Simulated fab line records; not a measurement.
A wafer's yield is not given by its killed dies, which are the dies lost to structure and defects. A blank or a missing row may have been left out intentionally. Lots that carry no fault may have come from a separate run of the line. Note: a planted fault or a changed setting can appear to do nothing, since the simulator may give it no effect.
fab line records || flow gf180mcu
record {"lots": 15, "wafers": 45, "lastDay": 34}
route steps=602 shown VT_IMPLANT@133 DUAL_GATE@156 HV_LDD@187
lots that met no fault: from a run of the same line without faults
startH: hours from the record's first day to the start of the lot's first wafer shown || waitH: how many hours have passed since the lot's step before this one || " unchanged from the row above || L1.1+2: several wafers, shown together as one row || - no value, or no start was given || * or withheld: withheld || < > ~ a bound
route shown NAME@n: NAME is a module with steps in the file, n the number in the route of the first one || usual: average and standard deviation across the fault-free wafers || same: alike in all rows || chamber/n: place in a boat || sites: readings site by site || _std_site: the standard deviation of these || _edge_site: mean of outer sites minus mean of inner sites || radiusMm: how far each site lies from the wafer's centre || mask NAME#n: copy n || behind: the last tool/chamber to shape the wafer || hold: what put the lot on hold/how long, in hours/how the hold closed || device: the transistor (n, p or np) that didn't switch || end of line: the route-end tests of the same wafers || a step with no rows: only its recipe || killed: dies lost to structure and defects at the first sort, not the wafer's yield || map: a wafer's dies, marking killed ones x, the rest . and places with no die _
set.NAME: the setting that was run; set.NAME@STEP: the one run at that earlier step || model.NAME: the simulator's own value behind a step, which no gauge read
a sample of lots followed through the steps of the route, with each step as a table and each wafer as a row
services: from which hour (startH, from the record's first day; less than 0 if before it) a tool's chamber was out of use, for how many hours, and why
## steps
# step GF_VT_IMPLANT_TW_MEAS_43
# usual {"VT_IMPLANT_4_TW": "687/5.2"}
{"lot.wafer": "L371.1", "tool": "filmMetro-04", "chamber": "-", "startH": 166.13, "waitH": 0.1, "VT_IMPLANT_4_TW": 679}
{"lot.wafer": "L371.2", "tool": "filmMetro-04", "chamber": "-", "startH": 166.13, "waitH": 0.1, "VT_IMPLANT_4_TW": 677}
{"lot.wafer": "L371.3", "tool": "filmMetro-04", "chamber": "-", "startH": 166.13, "waitH": 0.1, "VT_IMPLANT_4_TW": 681}
{"lot.wafer": "L372.1", "tool": "filmMetro-04", "chamber": "-", "startH": 169.48, "waitH": 0.1, "VT_IMPLANT_4_TW": 676}
{"lot.wafer": "L372.3", "tool": "filmMetro-04", "chamber": "-", "startH": 169.48, "waitH": 0.1, "VT_IMPLANT_4_TW": 681}
{"lot.wafer": "L372.6", "tool": "filmMetro-04", "chamber": "-", "startH": 169.48, "waitH": 0.1, "VT_IMPLANT_4_TW": 681}
{"lot.wafer": "L373.1", "tool": "filmMetro-03", "chamber": "-", "startH": 177.12, "waitH": 0.1, "VT_IMPLANT_4_TW": 692}
{"lot.wafer": "L373.3", "tool": "filmMetro-03", "chamber": "-", "startH": 177.12, "waitH": 0.1, "VT_IMPLANT_4_TW": 691}
{"lot.wafer": "L373.4", "tool": "filmMetro-03", "chamber": "-", "startH": 177.12, "waitH": 0.1, "VT_IMPLANT_4_TW": 693}
{"lot.wafer": "L374.1", "tool": "filmMetro-03", "chamber": "-", "startH": 183.13, "waitH": 0.1, "VT_IMPLANT_4_TW": 689}
{"lot.wafer": "L374.5", "tool": "filmMetro-03", "chamber": "-", "startH": 183.13, "waitH": 0.1, "VT_IMPLANT_4_TW": 686}
{"lot.wafer": "L374.6", "tool": "filmMetro-03", "chamber": "-", "startH": 183.13, "waitH": 0.1, "VT_IMPLANT_4_TW": 695}
{"lot.wafer": "L375.4", "tool": "filmMetro-01", "chamber": "-", "startH": 189.61, "waitH": 0.1, "VT_IMPLANT_4_TW": 687}
{"lot.wafer": "L375.5", "tool": "filmMetro-01", "chamber": "-", "startH": 189.61, "waitH": 0.1, "VT_IMPLANT_4_TW": 691}
{"lot.wafer": "L375.6", "tool": "filmMetro-01", "chamber": "-", "startH": 189.61, "waitH": 0.1, "VT_IMPLANT_4_TW": 690}
{"lot.wafer": "L376.2", "tool": "filmMetro-03", "chamber": "-", "startH": 197.09, "waitH": 0.1, "VT_IMPLANT_4_TW": 697}
{"lot.wafer": "L376.4", "tool": "filmMetro-03", "chamber": "-", "startH": 197.09, "waitH": 0.1, "VT_IMPLANT_4_TW": 692}
{"lot.wafer": "L376.5", "tool": "filmMetro-03", "chamber": "-", "startH": 197.09, "waitH": 0.1, "VT_IMPLANT_4_TW": 695}
{"lot.wafer": "L379.1", "tool": "filmMetro-01", "chamber": "-", "startH": 226.33, "waitH": 0.1, "VT_IMPLANT_4_TW": 685}
{"lot.wafer": "L379.3", "tool": "filmMetro-01", "chamber": "-", "startH": 226.33, "waitH": 0.1, "VT_IMPLANT_4_TW": 685}
{"lot.wafer": "L379.4", "tool": "filmMetro-01", "chamber": "-", "startH": 226.33, "waitH": 0.1, "VT_IMPLANT_4_TW": 687}
{"lot.wafer": "L380.1", "tool": "filmMetro-01", "chamber": "-", "startH": 228.53, "waitH": 0.1, "VT_IMPLANT_4_TW": 689}
{"lot.wafer": "L380.4", "tool": "filmMetro-01", "chamber": "-", "startH": 228.53, "waitH": 0.1, "VT_IMPLANT_4_TW": 683}
{"lot.wafer": "L380.6", "tool": "filmMetro-01", "chamber": "-", "startH": 228.53, "waitH": 0.1, "VT_IMPLANT_4_TW": 688}
{"lot.wafer": "L382.4", "tool": "filmMetro-03", "chamber": "-", "startH": 240.44, "waitH": 0.1, "VT_IMPLANT_4_TW": 696}
{"lot.wafer": "L382.5", "tool": "filmMetro-03", "chamber": "-", "startH": 240.44, "waitH": 0.1, "VT_IMPLANT_4_TW": 689}
{"lot.wafer": "L382.6", "tool": "filmMetro-03", "chamber": "-", "startH": 240.44, "waitH": 0.1, "VT_IMPLANT_4_TW": 690}
{"lot.wafer": "L387.3", "tool": "filmMetro-03", "chamber": "-", "startH": 270.40, "waitH": 0.1, "VT_IMPLANT_4_TW": 692}
{"lot.wafer": "L387.4", "tool": "filmMetro-03", "chamber": "-", "startH": 270.40, "waitH": 0.1, "VT_IMPLANT_4_TW": 692}
{"lot.wafer": "L387.5", "tool": "filmMetro-03", "chamber": "-", "startH": 270.40, "waitH": 0.1, "VT_IMPLANT_4_TW": 690}
{"lot.wafer": "L388.2", "tool": "filmMetro-03", "chamber": "-", "startH": 278.67, "waitH": 0.1, "VT_IMPLANT_4_TW": 694}
{"lot.wafer": "L388.4", "tool": "filmMetro-03", "chamber": "-", "startH": 278.67, "waitH": 0.1, "VT_IMPLANT_4_TW": 689}
{"lot.wafer": "L388.5", "tool": "filmMetro-03", "chamber": "-", "startH": 278.67, "waitH": 0.1, "VT_IMPLANT_4_TW": 693}
{"lot.wafer": "L389.3", "tool": "filmMetro-01", "chamber": "-", "startH": 285.48, "waitH": 0.1, "VT_IMPLANT_4_TW": 684}
{"lot.wafer": "L389.4", "tool": "filmMetro-01", "chamber": "-", "startH": 285.48, "waitH": 0.1, "VT_IMPLANT_4_TW": 683}
{"lot.wafer": "L389.6", "tool": "filmMetro-01", "chamber": "-", "startH": 285.48, "waitH": 0.1, "VT_IMPLANT_4_TW": 685}
{"lot.wafer": "L390.2", "tool": "filmMetro-01", "chamber": "-", "startH": 288.39, "waitH": 0.1, "VT_IMPLANT_4_TW": 684}
{"lot.wafer": "L390.3", "tool": "filmMetro-01", "chamber": "-", "startH": 288.39, "waitH": 0.1, "VT_IMPLANT_4_TW": 687}
{"lot.wafer": "L390.4", "tool": "filmMetro-01", "chamber": "-", "startH": 288.39, "waitH": 0.1, "VT_IMPLANT_4_TW": 685}
{"lot.wafer": "L391.1", "tool": "filmMetro-01", "chamber": "-", "startH": 295.88, "waitH": 0.1, "VT_IMPLANT_4_TW": 684}
{"lot.wafer": "L391.5", "tool": "filmMetro-01", "chamber": "-", "startH": 295.88, "waitH": 0.1, "VT_IMPLANT_4_TW": 684}
{"lot.wafer": "L391.6", "tool": "filmMetro-01", "chamber": "-", "startH": 295.88, "waitH": 0.1, "VT_IMPLANT_4_TW": 691}
{"lot.wafer": "L393.3", "tool": "filmMetro-04", "chamber": "-", "startH": 309.40, "waitH": 0.1, "VT_IMPLANT_4_TW": 681}
{"lot.wafer": "L393.5", "tool": "filmMetro-04", "chamber": "-", "startH": 309.40, "waitH": 0.1, "VT_IMPLANT_4_TW": 675}
{"lot.wafer": "L393.6", "tool": "filmMetro-04", "chamber": "-", "startH": 309.40, "waitH": 0.1, "VT_IMPLANT_4_TW": 675}
# step GF_DUAL_GATE_OXIDATION_15
# recipe {"tempC": 850, "ambient": "O2", "stabiliseS": 600, "purgeS": 300, "targetThkA": 70.98, "oxTimeS": 1995}
{"lot.wafer": "L371.1+2+3", "tool": "furnace-01", "chamber": 0, "startH": 185.59, "waitH": 0.7}
{"lot.wafer": "L372.1+3+6", "tool": "furnace-02", "chamber": 0, "startH": 190.62, "waitH": 1.4}
{"lot.wafer": "L373.1+3+4", "tool": "furnace-01", "chamber": 0, "startH": 196.54, "waitH": 0.2}
{"lot.wafer": "L374.1+5+6", "tool": "furnace-01", "chamber": 0, "startH": 201.72, "waitH": 0.0}
{"lot.wafer": "L374.1+5+6", "tool": "furnace-01", "chamber": 0, "startH": 203.44, "waitH": 0.2}
{"lot.wafer": "L375.4+5+6", "tool": "furnace-02", "chamber": 0, "startH": 212.46, "waitH": 1.6}
{"lot.wafer": "L376.2+4+5", "tool": "furnace-02", "chamber": 0, "startH": 221.66, "waitH": 3.6}
{"lot.wafer": "L379.1+3+4", "tool": "furnace-02", "chamber": 0, "startH": 252.91, "waitH": 1.3}
{"lot.wafer": "L379.1+3+4", "tool": "furnace-02", "chamber": 0, "startH": 254.63, "waitH": 0.2}
{"lot.wafer": "L380.1+4+6", "tool": "furnace-02", "chamber": 0, "startH": 252.91, "waitH": 0.4}
{"lot.wafer": "L380.1+4+6", "tool": "furnace-02", "chamber": 0, "startH": 254.63, "waitH": 0.2}
{"lot.wafer": "L382.4+5+6", "tool": "furnace-02", "chamber": 0, "startH": 261.51, "waitH": 0.0}
{"lot.wafer": "L387.3+4+5", "tool": "furnace-02", "chamber": 0, "startH": 298.45, "waitH": 6.1}
{"lot.wafer": "L388.2+4+5", "tool": "furnace-02", "chamber": 0, "startH": 307.87, "waitH": 4.5}
{"lot.wafer": "L389.3+4+6", "tool": "furnace-01", "chamber": 0, "startH": 316.51, "waitH": 3.6}
{"lot.wafer": "L390.2+3+4", "tool": "furnace-01", "chamber": 0, "startH": 316.51, "waitH": 3.1}
{"lot.wafer": "L391.1+5+6", "tool": "furnace-01", "chamber": 0, "startH": 324.26, "waitH": 0.0}
{"lot.wafer": "L393.3+5+6", "tool": "furnace-02", "chamber": 0, "startH": 336.51, "waitH": 0.6}
# step GF_HV_LDD_TW_MEAS_11
# usual {"HV_LDD_TW": "2406/22"}
{"lot.wafer": "L371.1", "tool": "filmMetro-04", "chamber": "-", "startH": 226.68, "waitH": 0.1, "HV_LDD_TW": 2378}
{"lot.wafer": "L371.2", "tool": "filmMetro-04", "chamber": "-", "startH": 226.68, "waitH": 0.1, "HV_LDD_TW": 2379}
{"lot.wafer": "L371.3", "tool": "filmMetro-04", "chamber": "-", "startH": 226.68, "waitH": 0.1, "HV_LDD_TW": 2379}
{"lot.wafer": "L372.1", "tool": "filmMetro-04", "chamber": "-", "startH": 232.85, "waitH": 0.1, "HV_LDD_TW": 2366}
{"lot.wafer": "L372.3", "tool": "filmMetro-04", "chamber": "-", "startH": 232.85, "waitH": 0.1, "HV_LDD_TW": 2392}
{"lot.wafer": "L372.6", "tool": "filmMetro-04", "chamber": "-", "startH": 232.85, "waitH": 0.1, "HV_LDD_TW": 2384}
{"lot.wafer": "L373.1", "tool": "filmMetro-04", "chamber": "-", "startH": 238.33, "waitH": 0.1, "HV_LDD_TW": 2396}
{"lot.wafer": "L373.3", "tool": "filmMetro-04", "chamber": "-", "startH": 238.33, "waitH": 0.1, "HV_LDD_TW": 2383}
{"lot.wafer": "L373.4", "tool": "filmMetro-04", "chamber": "-", "startH": 238.33, "waitH": 0.1, "HV_LDD_TW": 2383}
{"lot.wafer": "L374.1", "tool": "filmMetro-03", "chamber": "-", "startH": 248.48, "waitH": 0.1, "HV_LDD_TW": 2414}
{"lot.wafer": "L374.5", "tool": "filmMetro-03", "chamber": "-", "startH": 248.48, "waitH": 0.1, "HV_LDD_TW": 2419}
{"lot.wafer": "L374.6", "tool": "filmMetro-03", "chamber": "-", "startH": 248.48, "waitH": 0.1, "HV_LDD_TW": 2415}
{"lot.wafer": "L375.4", "tool": "filmMetro-04", "chamber": "-", "startH": 258.68, "waitH": 0.1, "HV_LDD_TW": 2386}
{"lot.wafer": "L375.5", "tool": "filmMetro-04", "chamber": "-", "startH": 258.68, "waitH": 0.1, "HV_LDD_TW": 2375}
{"lot.wafer": "L375.6", "tool": "filmMetro-04", "chamber": "-", "startH": 258.68, "waitH": 0.1, "HV_LDD_TW": 2377}
{"lot.wafer": "L376.2", "tool": "filmMetro-03", "chamber": "-", "startH": 264.51, "waitH": 0.1, "HV_LDD_TW": 2426}
{"lot.wafer": "L376.4", "tool": "filmMetro-03", "chamber": "-", "startH": 264.51, "waitH": 0.1, "HV_LDD_TW": 2424}
{"lot.wafer": "L376.5", "tool": "filmMetro-03", "chamber": "-", "startH": 264.51, "waitH": 0.1, "HV_LDD_TW": 2416}
{"lot.wafer": "L379.1", "tool": "filmMetro-04", "chamber": "-", "startH": 295.70, "waitH": 0.1, "HV_LDD_TW": 2367}
{"lot.wafer": "L379.3", "tool": "filmMetro-04", "chamber": "-", "startH": 295.70, "waitH": 0.1, "HV_LDD_TW": 2370}
{"lot.wafer": "L379.4", "tool": "filmMetro-04", "chamber": "-", "startH": 295.70, "waitH": 0.1, "HV_LDD_TW": 2368}
{"lot.wafer": "L380.1", "tool": "filmMetro-04", "chamber": "-", "startH": 295.98, "waitH": 0.1, "HV_LDD_TW": 2370}
{"lot.wafer": "L380.4", "tool": "filmMetro-04", "chamber": "-", "startH": 295.98, "waitH": 0.1, "HV_LDD_TW": 2374}
{"lot.wafer": "L380.6", "tool": "filmMetro-04", "chamber": "-", "startH": 295.98, "waitH": 0.1, "HV_LDD_TW": 2363}
{"lot.wafer": "L382.4", "tool": "filmMetro-02", "chamber": "-", "startH": 307.98, "waitH": 0.1, "HV_LDD_TW": 2401}
{"lot.wafer": "L382.5", "tool": "filmMetro-02", "chamber": "-", "startH": 307.98, "waitH": 0.1, "HV_LDD_TW": 2415}
{"lot.wafer": "L382.6", "tool": "filmMetro-02", "chamber": "-", "startH": 307.98, "waitH": 0.1, "HV_LDD_TW": 2417}
{"lot.wafer": "L387.3", "tool": "filmMetro-02", "chamber": "-", "startH": 346.29, "waitH": 0.1, "HV_LDD_TW": 2419}
{"lot.wafer": "L387.4", "tool": "filmMetro-02", "chamber": "-", "startH": 346.29, "waitH": 0.1, "HV_LDD_TW": 2416}
{"lot.wafer": "L387.5", "tool": "filmMetro-02", "chamber": "-", "startH": 346.29, "waitH": 0.1, "HV_LDD_TW": 2419}
{"lot.wafer": "L388.2", "tool": "filmMetro-03", "chamber": "-", "startH": 354.21, "waitH": 0.1, "HV_LDD_TW": 2419}
{"lot.wafer": "L388.4", "tool": "filmMetro-03", "chamber": "-", "startH": 354.21, "waitH": 0.1, "HV_LDD_TW": 2400}
{"lot.wafer": "L388.5", "tool": "filmMetro-03", "chamber": "-", "startH": 354.21, "waitH": 0.1, "HV_LDD_TW": 2415}
{"lot.wafer": "L390.2", "tool": "filmMetro-02", "chamber": "-", "startH": 363.89, "waitH": 0.1, "HV_LDD_TW": 2418}
{"lot.wafer": "L390.3", "tool": "filmMetro-02", "chamber": "-", "startH": 363.89, "waitH": 0.1, "HV_LDD_TW": 2427}
{"lot.wafer": "L390.4", "tool": "filmMetro-02", "chamber": "-", "startH": 363.89, "waitH": 0.1, "HV_LDD_TW": 2432}
{"lot.wafer": "L389.3", "tool": "filmMetro-02", "chamber": "-", "startH": 364.16, "waitH": 0.1, "HV_LDD_TW": 2421}
{"lot.wafer": "L389.4", "tool": "filmMetro-02", "chamber": "-", "startH": 364.16, "waitH": 0.1, "HV_LDD_TW": 2428}
{"lot.wafer": "L389.6", "tool": "filmMetro-02", "chamber": "-", "startH": 364.16, "waitH": 0.1, "HV_LDD_TW": 2423}
{"lot.wafer": "L391.1", "tool": "filmMetro-02", "chamber": "-", "startH": 372.98, "waitH": 0.1, "HV_LDD_TW": 2436}
{"lot.wafer": "L391.5", "tool": "filmMetro-02", "chamber": "-", "startH": 372.98, "waitH": 0.1, "HV_LDD_TW": 2435}
{"lot.wafer": "L391.6", "tool": "filmMetro-02", "chamber": "-", "startH": 372.98, "waitH": 0.1, "HV_LDD_TW": 2428}
{"lot.wafer": "L393.3", "tool": "filmMetro-03", "chamber": "-", "startH": 384.71, "waitH": 0.1, "HV_LDD_TW": 2410}
{"lot.wafer": "L393.5", "tool": "filmMetro-03", "chamber": "-", "startH": 384.71, "waitH": 0.1, "HV_LDD_TW": 2403}
{"lot.wafer": "L393.6", "tool": "filmMetro-03", "chamber": "-", "startH": 384.71, "waitH": 0.1, "HV_LDD_TW": 2410}
# step GF_HV_LDD_CD_MEAS_19
# recipe {"targetCdNm": 400}
# usual {"cdNm": "399.0/2.3"}
{"lot.wafer": "L371.1", "tool": "cdSem-01", "chamber": "-", "startH": 243.99, "waitH": 0.1, "cdNm": 397.8}
{"lot.wafer": "L371.2", "tool": "cdSem-01", "chamber": "-", "startH": 243.99, "waitH": 0.1, "cdNm": 397.2}
{"lot.wafer": "L371.3", "tool": "cdSem-01", "chamber": "-", "startH": 243.99, "waitH": 0.1, "cdNm": 401.1}
{"lot.wafer": "L372.1", "tool": "cdSem-01", "chamber": "-", "startH": 249.74, "waitH": 0.1, "cdNm": 397.2}
{"lot.wafer": "L372.3", "tool": "cdSem-01", "chamber": "-", "startH": 249.74, "waitH": 0.1, "cdNm": 398.6}
{"lot.wafer": "L372.6", "tool": "cdSem-01", "chamber": "-", "startH": 249.74, "waitH": 0.1, "cdNm": 400.6}
{"lot.wafer": "L373.1", "tool": "cdSem-01", "chamber": "-", "startH": 255.73, "waitH": 0.1, "cdNm": 398.6}
{"lot.wafer": "L373.3", "tool": "cdSem-01", "chamber": "-", "startH": 255.73, "waitH": 0.1, "cdNm": 396.6}
{"lot.wafer": "L373.4", "tool": "cdSem-01", "chamber": "-", "startH": 255.73, "waitH": 0.1, "cdNm": 398.2}
{"lot.wafer": "L374.1", "tool": "cdSem-01", "chamber": "-", "startH": 266.79, "waitH": 0.1, "cdNm": 395.9}
{"lot.wafer": "L374.5", "tool": "cdSem-01", "chamber": "-", "startH": 266.79, "waitH": 0.1, "cdNm": 394.4}
{"lot.wafer": "L374.6", "tool": "cdSem-01", "chamber": "-", "startH": 266.79, "waitH": 0.1, "cdNm": 394.6}
{"lot.wafer": "L375.4", "tool": "cdSem-02", "chamber": "-", "startH": 278.14, "waitH": 0.1, "cdNm": 397.0}
{"lot.wafer": "L375.5", "tool": "cdSem-02", "chamber": "-", "startH": 278.14, "waitH": 0.1, "cdNm": 396.6}
{"lot.wafer": "L375.6", "tool": "cdSem-02", "chamber": "-", "startH": 278.14, "waitH": 0.1, "cdNm": 398.6}
{"lot.wafer": "L376.2", "tool": "cdSem-02", "chamber": "-", "startH": 283.93, "waitH": 0.2, "cdNm": 400.0}
{"lot.wafer": "L376.4", "tool": "cdSem-02", "chamber": "-", "startH": 283.93, "waitH": 0.2, "cdNm": 399.7}
{"lot.wafer": "L376.5", "tool": "cdSem-02", "chamber": "-", "startH": 283.93, "waitH": 0.2, "cdNm": 398.1}
{"lot.wafer": "L379.1", "tool": "cdSem-02", "chamber": "-", "startH": 313.69, "waitH": 0.1, "cdNm": 399.7}
{"lot.wafer": "L379.3", "tool": "cdSem-02", "chamber": "-", "startH": 313.69, "waitH": 0.1, "cdNm": 401.5}
{"lot.wafer": "L379.4", "tool": "cdSem-02", "chamber": "-", "startH": 313.69, "waitH": 0.1, "cdNm": 400.9}
{"lot.wafer": "L380.1", "tool": "cdSem-02", "chamber": "-", "startH": 314.98, "waitH": 0.1, "cdNm": 403.0}
{"lot.wafer": "L380.4", "tool": "cdSem-02", "chamber": "-", "startH": 314.98, "waitH": 0.1, "cdNm": 402.1}
{"lot.wafer": "L380.6", "tool": "cdSem-02", "chamber": "-", "startH": 314.98, "waitH": 0.1, "cdNm": 400.3}
{"lot.wafer": "L382.4", "tool": "cdSem-01", "chamber": "-", "startH": 327.04, "waitH": 0.1, "cdNm": 393.7}
{"lot.wafer": "L382.5", "tool": "cdSem-01", "chamber": "-", "startH": 327.04, "waitH": 0.1, "cdNm": 396.3}
{"lot.wafer": "L382.6", "tool": "cdSem-01", "chamber": "-", "startH": 327.04, "waitH": 0.1, "cdNm": 394.1}
{"lot.wafer": "L387.3", "tool": "cdSem-01", "chamber": "-", "startH": 367.53, "waitH": 0.1, "cdNm": 400.6}
{"lot.wafer": "L387.4", "tool": "cdSem-01", "chamber": "-", "startH": 367.53, "waitH": 0.1, "cdNm": 401.4}
{"lot.wafer": "L387.5", "tool": "cdSem-01", "chamber": "-", "startH": 367.53, "waitH": 0.1, "cdNm": 399.1}
{"lot.wafer": "L388.2", "tool": "cdSem-01", "chamber": "-", "startH": 376.51, "waitH": 0.1, "cdNm": 398.7}
{"lot.wafer": "L388.4", "tool": "cdSem-01", "chamber": "-", "startH": 376.51, "waitH": 0.1, "cdNm": 400.4}
{"lot.wafer": "L388.5", "tool": "cdSem-01", "chamber": "-", "startH": 376.51, "waitH": 0.1, "cdNm": 398.3}
{"lot.wafer": "L390.2", "tool": "cdSem-01", "chamber": "-", "startH": 386.01, "waitH": 0.1, "cdNm": 399.8}
{"lot.wafer": "L390.3", "tool": "cdSem-01", "chamber": "-", "startH": 386.01, "waitH": 0.1, "cdNm": 399.5}
{"lot.wafer": "L390.4", "tool": "cdSem-01", "chamber": "-", "startH": 386.01, "waitH": 0.1, "cdNm": 396.7}
{"lot.wafer": "L389.3", "tool": "cdSem-02", "chamber": "-", "startH": 386.62, "waitH": 0.1, "cdNm": 399.6}
{"lot.wafer": "L389.4", "tool": "cdSem-02", "chamber": "-", "startH": 386.62, "waitH": 0.1, "cdNm": 398.7}
{"lot.wafer": "L389.6", "tool": "cdSem-02", "chamber": "-", "startH": 386.62, "waitH": 0.1, "cdNm": 395.9}
{"lot.wafer": "L391.1", "tool": "cdSem-02", "chamber": "-", "startH": 395.13, "waitH": 0.1, "cdNm": 398.6}
{"lot.wafer": "L391.5", "tool": "cdSem-02", "chamber": "-", "startH": 395.13, "waitH": 0.1, "cdNm": 397.8}
{"lot.wafer": "L391.6", "tool": "cdSem-02", "chamber": "-", "startH": 395.13, "waitH": 0.1, "cdNm": 398.2}
{"lot.wafer": "L393.3", "tool": "cdSem-01", "chamber": "-", "startH": 407.73, "waitH": 0.1, "cdNm": 397.1}
{"lot.wafer": "L393.5", "tool": "cdSem-01", "chamber": "-", "startH": 407.73, "waitH": 0.1, "cdNm": 398.3}
{"lot.wafer": "L393.6", "tool": "cdSem-01", "chamber": "-", "startH": 407.73, "waitH": 0.1, "cdNm": 397.7}
## services
{"tool": "furnace-02", "chamber": "-", "startH": 179.81, "hours": 10.8, "kind": "pm"}
{"tool": "furnace-02", "chamber": "-", "startH": 208.35, "hours": 4.1, "kind": "pm"}
{"tool": "furnace-01", "chamber": "-", "startH": 212.77, "hours": 19.7, "kind": "pm"}
{"tool": "furnace-01", "chamber": "-", "startH": 232.50, "hours": 2.8, "kind": "pm"}
{"tool": "furnace-01", "chamber": "-", "startH": 235.25, "hours": 3.1, "kind": "pm"}
{"tool": "furnace-02", "chamber": "-", "startH": 238.61, "hours": 2.8, "kind": "pm"}
{"tool": "furnace-01", "chamber": "-", "startH": 244.57, "hours": 3.3, "kind": "repair"}
## key
firstSign {"step": "GF_DUAL_GATE_OXIDATION_15", "reading": "visit", "direction": "added"}
effect none on later readings
metAt GF_DUAL_GATE_OXIDATION_15
struckLots L374,L379,L380
testerLeftOut L374,L379,L380
notActingAt GF_VT_IMPLANT_TW_MEAS_43,GF_HV_LDD_TW_MEAS_11,GF_HV_LDD_CD_MEAS_19
fault {"kind": "repeatedStepWhole", "tool": "furnace-01,furnace-02", "chamber": "-", "onsetH": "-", "steps": "GF_DUAL_GATE_OXIDATION_15", "times": 1, "scope": "struckLotsOnly"}
# testerLeftOut: of these lots the tester's yield and bins aren't shown, on N5 and GAA mostly nor the transistor test; their killed dies are dies lost to structure and defects alone, not to doping, threshold or leakage, so they don't give the yield
